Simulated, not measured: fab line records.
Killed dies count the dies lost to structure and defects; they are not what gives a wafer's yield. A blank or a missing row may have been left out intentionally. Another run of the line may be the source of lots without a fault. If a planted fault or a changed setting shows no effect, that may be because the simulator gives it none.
8D (eight disciplines) problem report, filled in by code    flow sky130    the parts of the form that need people (team, actions taken, sign-off) are left out

1. PROBLEM STATEMENT
At SKY_VT_ADJUST_LVTN_STRIP_20, o2-flow-sccm averages 2402 sccm over 2 wafers from 2 lots, while fault-free wafers read 3003 sccm, standard deviation 7.7. Measured from the usual mean, that is -78 standard deviations.
The step: strips in O2/N2.
Seen first at day 13 04:03 on plasma-asher-03, wafer L594.3. The record has a number at this step for 36 wafers belonging to 12 lots. Rule for "out", or "out of limits": more than 4 standard deviations from the usual mean. Any other wafer with a number is counted as sound.

2. WHAT THIS IS AND IS NOT
question                     is                 is not
which readings at this step  o2-flow-sccm       drypump-motor-current-A, oes-product-au
which lots                   L594, L597         L577, L578, L579, L583, L584, L585, L587, L595, L596, L599
which wafers of those lots   L594.3, L597.5     L594.1, L594.5, L597.3, L597.6
read on which tools          plasma-asher-03    plasma-asher-02, plasma-asher-04
when                         from day 13 04:03  up to then (26 sound wafers); but 8 sound wafers of L596, L597, L599 came after

3. SUSPECTS, AND WHAT RULES EACH OUT
Counting: any tool at a process step up to the reading remains a suspect provided it ran every lot that is out. Sound lots after the first of them don't rule it out here, since some wafers of a struck lot are sound.
- plasma-asher-01 at SKY_VT_ADJUST_HVTP_STRIP_10 (strips in O2/N2): kept. It ran every lot that is out, first L594 (day 11 02:34); its last sound lot up to then is L595 (day 11 01:07).
- plasma-asher-04 at SKY_VT_ADJUST_LVTN_STRIP_09 (strips in O2/N2): kept. It ran every lot that is out, first L594 (day 12 02:56); its last sound lot up to then is L584 (day 8 17:49).
- plasma-asher-03 at SKY_VT_ADJUST_LVTN_STRIP_20 (strips in O2/N2): kept. It ran every lot that is out, first L594 (day 13 04:03); its last sound lot up to then is L587 (day 10 09:10). Out on those wafers are its own readings of o2-flow-sccm.
- At SKY_VT_ADJUST_LVTN_STRIP_20 on plasma-asher-03, chamber 0 took the sound wafers of the same lots and chamber 1 took the wafers that are out.
The count leaves plasma-asher-01 at SKY_VT_ADJUST_HVTP_STRIP_10, plasma-asher-04 at SKY_VT_ADJUST_LVTN_STRIP_09, and plasma-asher-03 at SKY_VT_ADJUST_LVTN_STRIP_20.

4. THE CAUSE (what the simulator had put in)
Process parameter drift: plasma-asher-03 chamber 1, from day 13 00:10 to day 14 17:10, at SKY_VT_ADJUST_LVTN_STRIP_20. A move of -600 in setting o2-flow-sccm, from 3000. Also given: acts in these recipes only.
Of the 3 suspects that counting leaves, this tool is one.

5. THE EFFECT CHAIN, in route order
Each row: a reading where the mean over the struck wafers with a number is more than 3 standard deviations away from the usual. Scope: only readings with a usual standard deviation given in the record; hours: median across lots of the time from each lot's start at the first step in this table that gives one to its start at this step; sigmas: change in usual standard deviations.
hours  step                         reading                   usual      on struck wafers  change  sigmas
0      SKY_VT_ADJUST_LVTN_STRIP_20  o2-flow-sccm              3003 sccm  2402              -602    -78
0      SKY_VT_ADJUST_LVTN_STRIP_20  strip-time-to-endpoint-s  14.17 s    14.39             +0.22   +5.1
Process steps it contains:
- SKY_VT_ADJUST_LVTN_STRIP_20: strips in O2/N2.

6. WHAT WOULD HAVE CAUGHT IT SOONER
The fault began at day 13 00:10; the first out-of-limits reading in this record came at day 13 04:03, 4 hours later.
